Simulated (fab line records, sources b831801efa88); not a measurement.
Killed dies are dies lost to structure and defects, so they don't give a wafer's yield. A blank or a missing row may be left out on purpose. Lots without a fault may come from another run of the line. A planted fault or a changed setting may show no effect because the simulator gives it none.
Which tool did it? | flow sky130 | 24 lots, 72 wafers sampled, at 6 steps of a route of 708

WHAT THE GAUGES READ, wafer by wafer
SKY_CAPM_THK_MEAS_04: measures by xrf.
lot  | measured     | on            | CAPM_TIN_THK (nm)
L074 | day 37 18:57 | film_metro-03 | 199.2 201.6 198.8
L075 | day 37 22:29 | film_metro-02 | 200.0 203.3 203.9
L076 | day 38 02:26 | film_metro-02 | 198.0 199.7 200.2
L077 | day 38 19:56 | film_metro-02 | 200.2 201.9 200.1
L078 | day 39 02:28 | film_metro-03 | 200.1 196.8 200.4
L079 | day 39 03:56 | film_metro-01 | 200.2 200.6 198.8
L080 | day 39 06:05 | film_metro-02 | 197.9 201.5 200.7
L081 | day 40 03:06 | film_metro-02 | 202.5 200.6 202.2
L082 | day 40 05:32 | film_metro-01 | 198.6 197.9 201.1
L083 | day 40 07:00 | film_metro-03 | 198.3 197.8 198.1
L084 | day 40 13:41 | film_metro-02 | 203.1 203.3 199.8
L085 | day 41 05:16 | film_metro-03 | 201.2 199.2 198.1
L086 | day 41 09:53 | film_metro-02 | 200.1 199.8 199.6
L087 | day 41 13:52 | film_metro-03 | 199.5 199.3 198.2
L088 | day 41 15:22 | film_metro-01 | 199.6 197.8 199.3
L089 | day 42 04:19 | film_metro-01 | 200.0 201.3 199.1
L090 | day 42 07:13 | film_metro-02 | 203.2 202.8 199.7
L091 | day 42 14:16 | film_metro-02 | 198.8 200.0 195.9
L092 | day 42 15:44 | film_metro-02 | 201.6 201.1 200.0
L093 | day 43 05:27 | film_metro-03 | 200.3 203.9 200.9
L094 | day 43 07:42 | film_metro-02 | 200.0 199.2 199.2
L095 | day 43 19:42 | film_metro-03 | 194.0 198.4 198.4
L096 | day 43 20:56 | film_metro-01 | 202.5 201.8 204.2
L097 | day 44 08:08 | film_metro-03 | 202.0 199.6 198.5

SKY_PASSIVATION_THK_MEAS_03.
lot  | measured     | on            | PASSIVATION_CVD_02_THK (nm)
L074 | day 45 08:16 | film_metro-04 | 535 546 540
L075 | day 45 12:19 | film_metro-02 | 551 553 545
L076 | day 45 15:02 | film_metro-04 | 528 532 540
L077 | day 46 05:55 | film_metro-01 | 544 530 538
L078 | day 46 10:40 | film_metro-01 | 547 542 542
L079 | day 46 10:43 | film_metro-01 | 543 549 545
L080 | day 46 11:53 | film_metro-02 | 541 546 538
L081 | day 47 07:44 | film_metro-01 | 550 545 544
L082 | day 47 09:22 | film_metro-02 | 530 543 533
L083 | day 47 09:21 | film_metro-04 | 538 546 545
L084 | day 47 16:24 | film_metro-01 | 531 545 539
L085 | day 48 03:01 | film_metro-02 | 542 540 549
L086 | day 48 09:14 | film_metro-01 | 526 531 539
L087 | day 48 12:59 | film_metro-04 | 540 548 548
L088 | day 48 14:17 | film_metro-01 | 540 547 545
L089 | day 49 00:49 | film_metro-01 | 539 527 538
L090 | day 49 01:08 | film_metro-04 | 545 547 553
L091 | day 49 07:34 | film_metro-04 | 531 523 541
L092 | day 49 08:26 | film_metro-01 | 549 546 549
L093 | day 49 22:05 | film_metro-02 | 542 543 551
L094 | day 49 22:47 | film_metro-01 | 536 535 535
L095 | day 50 08:55 | film_metro-02 | 532 536 534
L096 | day 50 10:57 | film_metro-01 | 541 551 542
L097 | day 50 16:34 | film_metro-01 | 531 542 550

WHICH TOOL RAN EACH LOT (tool, then ch and the chambers of the sampled wafers, then the start)
lot  | SKY_VIA2_CVD_21               | SKY_METAL3_ETCH_16                | SKY_VIA3_SPUTTER_20          | SKY_METAL4_SPUTTER_04
L074 | cvd_w-02 ch 0,1, day 37 17:36 | rie_metal-04 ch 0,1, day 39 23:18 | pvd_sputter-02, day 41 02:34 | pvd_sputter-04, day 41 03:20
L075 | cvd_w-01 ch 0,1, day 37 21:26 | rie_metal-02 ch 0,1, day 40 02:56 | pvd_sputter-04, day 41 06:32 | pvd_sputter-03, day 41 07:37
L076 | cvd_w-02 ch 0,1, day 38 01:22 | rie_metal-04 ch 0,1, day 40 05:54 | pvd_sputter-01, day 41 09:48 | pvd_sputter-04, day 41 10:38
L077 | cvd_w-01 ch 0,1, day 38 18:52 | rie_metal-04 ch 0,1, day 40 22:53 | pvd_sputter-01, day 42 02:28 | pvd_sputter-03, day 42 03:17
L078 | cvd_w-01 ch 0,1, day 39 00:39 | rie_metal-04 ch 0,1, day 41 05:34 | pvd_sputter-01, day 42 08:23 | pvd_sputter-01, day 42 09:28
L079 | cvd_w-01 ch 0,1, day 39 02:41 | rie_metal-02 ch 0,1, day 41 06:54 | pvd_sputter-01, day 42 09:43 | pvd_sputter-04, day 42 10:47
L080 | cvd_w-01 ch 1, day 39 04:59   | rie_metal-02 ch 1, day 41 08:29   | pvd_sputter-04, day 42 11:01 | pvd_sputter-03, day 42 11:50
L081 | cvd_w-01 ch 0,1, day 40 02:02 | rie_metal-03 ch 0,1, day 42 04:53 | pvd_sputter-01, day 43 07:48 | pvd_sputter-04, day 43 08:48
L082 | cvd_w-01 ch 0, day 40 04:26   | rie_metal-03 ch 1, day 42 07:12   | pvd_sputter-01, day 43 10:29 | pvd_sputter-04, day 43 11:16
L083 | cvd_w-01 ch 0,1, day 40 05:49 | rie_metal-03 ch 0,1, day 42 10:01 | pvd_sputter-04, day 43 12:13 | pvd_sputter-03, day 43 12:59
L084 | cvd_w-01 ch 0,1, day 40 12:37 | rie_metal-04 ch 0,1, day 42 15:14 | pvd_sputter-02, day 43 18:00 | pvd_sputter-03, day 43 18:46
L085 | cvd_w-01 ch 0,1, day 41 03:53 | rie_metal-02 ch 0,1, day 43 05:46 | pvd_sputter-01, day 44 07:11 | pvd_sputter-04, day 44 07:58
L086 | cvd_w-01 ch 0,1, day 41 08:49 | rie_metal-03 ch 1, day 43 10:55   | pvd_sputter-04, day 44 12:38 | pvd_sputter-01, day 44 13:25
L087 | cvd_w-01 ch 0,1, day 41 12:47 | rie_metal-02 ch 0,1, day 43 14:48 | pvd_sputter-04, day 44 16:43 | pvd_sputter-04, day 44 17:29
L088 | cvd_w-01 ch 0,1, day 41 14:17 | rie_metal-04 ch 0,1, day 43 16:50 | pvd_sputter-02, day 44 18:03 | pvd_sputter-01, day 44 18:49
L089 | cvd_w-02 ch 0,1, day 42 03:14 | rie_metal-02 ch 0,1, day 44 05:46 | pvd_sputter-02, day 45 06:53 | pvd_sputter-03, day 45 07:40
L090 | cvd_w-01 ch 0,1, day 42 05:58 | rie_metal-04 ch 0,1, day 44 06:50 | pvd_sputter-01, day 45 08:02 | pvd_sputter-03, day 45 08:49
L091 | cvd_w-01 ch 0,1, day 42 13:10 | rie_metal-03 ch 0,1, day 44 13:33 | pvd_sputter-04, day 45 14:50 | pvd_sputter-03, day 45 15:36
L092 | cvd_w-02 ch 0,1, day 42 14:40 | rie_metal-03 ch 0,1, day 44 16:14 | pvd_sputter-01, day 45 16:46 | pvd_sputter-03, day 45 17:40
L093 | cvd_w-01 ch 0,1, day 43 04:13 | rie_metal-04 ch 0, day 45 05:55   | pvd_sputter-04, day 46 06:32 | pvd_sputter-01, day 46 07:19
L094 | cvd_w-02 ch 0,1, day 43 06:39 | rie_metal-03 ch 0,1, day 45 06:08 | pvd_sputter-04, day 46 07:14 | pvd_sputter-04, day 46 08:00
L095 | cvd_w-02 ch 0,1, day 43 18:37 | rie_metal-03 ch 0,1, day 45 23:44 | pvd_sputter-04, day 46 22:21 | pvd_sputter-04, day 46 23:08
L096 | cvd_w-01 ch 0,1, day 43 19:50 | rie_metal-02 ch 0,1, day 46 00:06 | pvd_sputter-01, day 46 23:41 | pvd_sputter-03, day 47 00:28
L097 | cvd_w-01 ch 0,1, day 44 07:02 | rie_metal-02 ch 0,1, day 46 06:03 | pvd_sputter-04, day 47 06:31 | pvd_sputter-03, day 47 07:17
- SKY_VIA2_CVD_21: deposits W, target thk 420 nm, time 126.4 s.
- SKY_METAL3_ETCH_16: etches BARC in N2/H2, stops on SiO2, time 88.2 s, target depth 60 nm.
- SKY_VIA3_SPUTTER_20: material TiN, target thk 20 nm, time 80 s.
- SKY_METAL4_SPUTTER_04: material TiN, target thk 70 nm, time 58.3 s.

WHAT THE TOOLS THEMSELVES READ (means of the sampled wafers that have a number; where no wafer has one, the mark that the record gives instead)
SKY_VIA2_CVD_21.
lot  | tool     | heater_power_w (W)
L074 | cvd_w-02 | 967
L075 | cvd_w-01 | 875
L076 | cvd_w-02 | 962
L077 | cvd_w-01 | 828
L078 | cvd_w-01 | 861
L079 | cvd_w-01 | 859
L080 | cvd_w-01 | 792
L081 | cvd_w-01 | 874
L082 | cvd_w-01 | 897
L083 | cvd_w-01 | 818
L084 | cvd_w-01 | 872
L085 | cvd_w-01 | 880
L086 | cvd_w-01 | 814
L087 | cvd_w-01 | 867
L088 | cvd_w-01 | 826
L089 | cvd_w-02 | 914
L090 | cvd_w-01 | 878
L091 | cvd_w-01 | 836
L092 | cvd_w-02 | 918
L093 | cvd_w-01 | 868
L094 | cvd_w-02 | 950
L095 | cvd_w-02 | 914
L096 | cvd_w-01 | 829
L097 | cvd_w-01 | 873

SKY_METAL3_ETCH_16.
lot  | tool         | drypump_motor_current_A (A) | h2_flow_sccm (sccm) | oes_product_au (a.u.) | rf_fwd_power_W (W) | throttle_valve_pct (%)
L074 | rie_metal-04 | 5.8                         | 200.1               | 0.625                 | 499.4              | 13.212
L075 | rie_metal-02 | 5.5                         | 200.2               | 0.627                 | 495.3              | 13.197
L076 | rie_metal-04 | 6.1                         | 199.9               | 0.624                 | 495.8              | 13.193
L077 | rie_metal-04 | 5.8                         | 200.6               | 0.629                 | 496.9              | 13.194
L078 | rie_metal-04 | 5.8                         | 200.0               | 0.626                 | 498.0              | 13.204
L079 | rie_metal-02 | 5.4                         | 200.1               | 0.622                 | 495.5              | 13.207
L080 | rie_metal-02 | 5.4                         | 199.6               | 0.625                 | 495.1              | 13.200
L081 | rie_metal-03 | 5.6                         | 200.1               | 0.626                 | 497.2              | 13.202
L082 | rie_metal-03 | 5.1                         | 200.5               | 0.630                 | 496.4              | 13.208
L083 | rie_metal-03 | 5.4                         | 199.7               | 0.624                 | 497.1              | 13.206
L084 | rie_metal-04 | 6.1                         | 199.4               | 0.624                 | 496.0              | 13.206
L085 | rie_metal-02 | 5.4                         | 199.5               | 0.625                 | 495.4              | 13.203
L086 | rie_metal-03 | 5.0                         | 199.7               | 0.626                 | 499.9              | 13.206
L087 | rie_metal-02 | 5.5                         | 200.2               | 0.627                 | 494.5              | 13.204
L088 | rie_metal-04 | 6.1                         | 199.4               | 0.621                 | 497.7              | 13.197
L089 | rie_metal-02 | 5.4                         | 200.4               | 0.627                 | 494.4              | 13.202
L090 | rie_metal-04 | 5.8                         | 199.5               | 0.629                 | 499.8              | 13.200
L091 | rie_metal-03 | 5.3                         | 199.8               | 0.626                 | 497.8              | 13.207
L092 | rie_metal-03 | 5.3                         | 200.1               | 0.628                 | 497.7              | 13.197
L093 | rie_metal-04 | 6.4                         | 199.4               | 0.628                 | 496.1              | 13.210
L094 | rie_metal-03 | 5.3                         | 199.9               | 0.624                 | 496.3              | 13.208
L095 | rie_metal-03 | 5.6                         | 199.3               | 0.627                 | 498.4              | 13.198
L096 | rie_metal-02 | 5.5                         | 200.4               | 0.626                 | 494.2              | 13.199
L097 | rie_metal-02 | 5.4                         | 199.3               | 0.623                 | 494.9              | 13.214

SKY_VIA3_SPUTTER_20.
lot  | tool           | throttle_valve_pct (%)
L074 | pvd_sputter-02 | 30.1
L075 | pvd_sputter-04 | 30.1
L076 | pvd_sputter-01 | 29.4
L077 | pvd_sputter-01 | 29.5
L078 | pvd_sputter-01 | 29.4
L079 | pvd_sputter-01 | 29.7
L080 | pvd_sputter-04 | 30.1
L081 | pvd_sputter-01 | 29.4
L082 | pvd_sputter-01 | 29.6
L083 | pvd_sputter-04 | 29.9
L084 | pvd_sputter-02 | 30.4
L085 | pvd_sputter-01 | 29.5
L086 | pvd_sputter-04 | 29.3
L087 | pvd_sputter-04 | 30.1
L088 | pvd_sputter-02 | 30.3
L089 | pvd_sputter-02 | 30.1
L090 | pvd_sputter-01 | 28.9
L091 | pvd_sputter-04 | 29.6
L092 | pvd_sputter-01 | 30.3
L093 | pvd_sputter-04 | 29.3
L094 | pvd_sputter-04 | 30.0
L095 | pvd_sputter-04 | 30.2
L096 | pvd_sputter-01 | 29.5
L097 | pvd_sputter-04 | 29.5

SKY_METAL4_SPUTTER_04.
lot  | tool           | throttle_valve_pct (%)
L074 | pvd_sputter-04 | 30.1
L075 | pvd_sputter-03 | 30.4
L076 | pvd_sputter-04 | 29.8
L077 | pvd_sputter-03 | 30.0
L078 | pvd_sputter-01 | 29.7
L079 | pvd_sputter-04 | 29.8
L080 | pvd_sputter-03 | 30.0
L081 | pvd_sputter-04 | 29.2
L082 | pvd_sputter-04 | 29.8
L083 | pvd_sputter-03 | 30.6
L084 | pvd_sputter-03 | 30.0
L085 | pvd_sputter-04 | 29.3
L086 | pvd_sputter-01 | 29.4
L087 | pvd_sputter-04 | 29.3
L088 | pvd_sputter-01 | 28.7
L089 | pvd_sputter-03 | 30.1
L090 | pvd_sputter-03 | 30.2
L091 | pvd_sputter-03 | 30.2
L092 | pvd_sputter-03 | 29.9
L093 | pvd_sputter-01 | 29.4
L094 | pvd_sputter-04 | 30.1
L095 | pvd_sputter-04 | 29.4
L096 | pvd_sputter-03 | 30.0
L097 | pvd_sputter-03 | 30.2

THE ANSWER, worked out from the rows above alone
Rule: what is usual is taken from the lots themselves. Put in order of their means at a reading, lots are off if they are a third of the lots or fewer, leave a main group of 4 or more, and stand apart from it by a gap of 3 or more times the standard deviation of the main group's means; of several such gaps the widest counts. A main group whose means are all the same, to the digits that the tables above print for the reading, isn't used. A lot without any number at a reading at which 4 lots or more have one is off too. The other lots that the step has rows for count as sound. The gauges are gone through in route order, then the tools' own readings, and for those a lot's mean is taken as printed above. The first step at which some lot is off is used, and at that step the reading that is off furthest; a lot without a number counts as furthest.
No lot is off at any reading shown: from this, nothing can be told.

WHAT THE SIMULATOR HAD PUT IN
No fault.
